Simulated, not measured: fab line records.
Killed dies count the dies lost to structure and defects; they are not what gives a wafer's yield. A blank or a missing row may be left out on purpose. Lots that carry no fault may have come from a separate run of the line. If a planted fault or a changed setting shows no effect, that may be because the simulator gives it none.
Which tool is to blame? :: flow sky130 :: 21 wafers sampled from 7 lots at 1 step of a route of 708

== WHAT EACH GAUGE READ, for each wafer ==
SKY_VT_ADJUST_PCH_OVL_MEAS_07.
lot: L236
measured: day 10 14:46
on: overlay-01
VT_ADJUST_PCH_OVL (nm): -0.5 0.3 -2.2

lot: L239
measured: day 11 22:23
on: overlay-02
VT_ADJUST_PCH_OVL (nm): -0.4 0.7 -0.2

lot: L241
measured: day 12 05:55
on: overlay-02
VT_ADJUST_PCH_OVL (nm): 0.6 0.6 -0.3

lot: L243
measured: day 13 00:53
on: overlay-02
VT_ADJUST_PCH_OVL (nm): -1.4 -2.4 -1.1

lot: L247
measured: day 14 02:55
on: overlay-01
VT_ADJUST_PCH_OVL (nm): -1.0 -2.2 -0.5

lot: L255
measured: day 16 17:46
on: overlay-02
VT_ADJUST_PCH_OVL (nm): -0.5 -0.6 -2.2

lot: L257
measured: day 17 07:40
on: overlay-01
VT_ADJUST_PCH_OVL (nm): -2.9 -4.2 -2.0

== EACH LOT AND THE TOOL THAT RAN IT (in order: tool; ch and the chambers of the sampled wafers; start) ==
The record holds no process step before these readings.

== THE ANSWER, worked out from the rows above alone ==
Rule: the usual values come from the lots themselves. Put in order of their means at a reading, lots are off if they are a third of the lots or fewer, leave a main group of 4 or more, and stand apart from it by a gap of 3 or more times the standard deviation of the main group's means; of several such gaps the widest counts. Not used: any main group whose means are identical at the precision the tables above print for the reading. Also off: a lot with no number at a reading for which 4 or more lots have one. Any other lot the step has rows for is counted as sound.
No lot is off at any reading shown: from this, nothing can be told.

== WHAT WAS PUT IN BY THE SIMULATOR ==
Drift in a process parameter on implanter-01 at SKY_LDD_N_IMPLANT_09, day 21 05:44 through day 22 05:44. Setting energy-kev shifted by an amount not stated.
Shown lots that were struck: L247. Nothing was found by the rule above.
